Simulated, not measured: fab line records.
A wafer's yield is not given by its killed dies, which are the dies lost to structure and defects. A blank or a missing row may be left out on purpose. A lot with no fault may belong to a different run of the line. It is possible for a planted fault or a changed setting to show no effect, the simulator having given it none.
Which tool was responsible?    flow sky130    14 lots, 42 wafers sampled, at 3 steps of a route of 708

WHAT THE GAUGES READ, wafer by wafer
SKY_CONTACT_THK_MEAS_01.
lot   measured      on             CONTACT_CVD_00_THK (nm)
L686  day 30 15:02  film_metro-02  75.3 74.1 75.9
L687  day 30 20:33  film_metro-02  74.4 76.2 75.3
L688  day 31 08:50  film_metro-03  73.6 73.3 75.2
L689  day 31 17:31  film_metro-03  74.8 73.9 76.4
L692  day 32 16:29  film_metro-04  74.9 74.1 75.6
L694  day 33 08:00  film_metro-02  73.8 75.9 75.2
L696  day 33 20:59  film_metro-02  75.2 76.8 76.6
L697  day 34 08:45  film_metro-03  74.0 75.4 75.3
L699  day 34 19:32  film_metro-03  75.0 73.9 75.7
L703  day 36 11:58  film_metro-03  74.3 73.9 75.3
L705  day 36 13:39  film_metro-02  73.3 73.3 74.9
L706  day 36 19:56  film_metro-03  74.2 75.2 75.2
L707  day 37 04:41  film_metro-03  74.6 75.9 75.2
L708  day 37 12:55  film_metro-02  75.1 75.4 75.8

SKY_CONTACT_OVL_MEAS_15.
lot   measured      on          CONTACT_OVL (nm)
L686  day 31 19:05  overlay-01  -1 4 -1
L687  day 32 00:29  overlay-01  3 2 2
L688  day 32 13:43  overlay-02  -5 -4 -1
L689  day 32 21:34  overlay-01  -3 3 1
L692  day 33 20:32  overlay-02  5 16 3
L694  day 34 11:48  overlay-01  -5 5 1
L696  day 35 00:05  overlay-02  5 3 2
L697  day 35 11:30  overlay-01  7 5 2
L699  day 35 22:09  overlay-02  0 -9 1
L703  day 37 13:59  overlay-02  -4 -1 -2
L705  day 37 16:05  overlay-02  6 8 11
L706  day 37 22:44  overlay-02  4 1 -3
L707  day 38 07:33  overlay-02  -5 3 8
L708  day 38 15:14  overlay-02  6 -5 7

WHICH TOOL RAN EACH LOT (tool, then ch and the chambers of the sampled wafers, then the start)
lot   SKY_LI_CONTACT_CVD_21
L686  cvd_w-02 ch 0,1, day 29 09:34
L687  cvd_w-01 ch 0,1, day 29 14:37
L688  cvd_w-02 ch 0,1, day 30 02:40
L689  cvd_w-02 ch 0,1, day 30 12:01
L692  cvd_w-02 ch 0,1, day 31 11:28
L694  cvd_w-01 ch 0,1, day 32 02:50
L696  cvd_w-02 ch 0,1, day 32 16:04
L697  cvd_w-02 ch 0,1, day 33 04:34
L699  cvd_w-02 ch 0,1, day 33 15:59
L703  cvd_w-02 ch 0,1, day 35 08:28
L705  cvd_w-02 ch 0,1, day 35 10:04
L706  cvd_w-02 ch 0,1, day 35 16:00
L707  cvd_w-02 ch 0,1, day 36 01:23
L708  cvd_w-02 ch 0,1, day 36 08:52
- SKY_LI_CONTACT_CVD_21: deposits W, target thk 400 nm, time 120.56 s.

AS READ BY THE TOOLS THEMSELVES (means over the sampled wafers that have a number; for cases with no such wafer, the mark the record gives instead)
SKY_LI_CONTACT_CVD_21.
lot   tool      chamber_pressure_Torr (Torr)  heater_power_w (W)  susceptor_temp_C (C)
L686  cvd_w-02  39.99                         959                 399.87
L687  cvd_w-01  39.98                         858                 400.31
L688  cvd_w-02  40.08                         952                 399.84
L689  cvd_w-02  40.02                         950                 399.94
L692  cvd_w-02  40.08                         859                 399.85
L694  cvd_w-01  39.96                         865                 399.79
L696  cvd_w-02  40.12                         940                 399.92
L697  cvd_w-02  39.97                         948                 400.00
L699  cvd_w-02  39.98                         863                 399.82
L703  cvd_w-02  39.99                         865                 400.06
L705  cvd_w-02  40.04                         959                 400.11
L706  cvd_w-02  40.04                         961                 400.11
L707  cvd_w-02  40.07                         947                 399.87
L708  cvd_w-02  40.02                         975                 399.84

THE ANSWER, worked out from the rows above alone
Rule: the usual values come from the lots themselves. The widest of any qualifying gaps counts: lots, ordered by their means at a reading, are off when they make up no more than a third of the lots, leave a main group of 4 or more, and stand apart from it by 3 or more times the standard deviation of that group's means. Not used: any main group whose means are identical at the precision the tables above print for the reading. Also off: a lot with no number at a reading for which 4 or more lots have one. All remaining lots with rows at the step are treated as sound. Order of review: gauges by route order, followed by the tools' own readings, for which a lot's mean as printed above is used. The first step at which some lot is off is used, and at that step the reading that is off furthest; a lot without a number counts as furthest.
None of the lots is off at any reading shown; this tells nothing.

WHAT HAD BEEN PUT IN BY THE SIMULATOR
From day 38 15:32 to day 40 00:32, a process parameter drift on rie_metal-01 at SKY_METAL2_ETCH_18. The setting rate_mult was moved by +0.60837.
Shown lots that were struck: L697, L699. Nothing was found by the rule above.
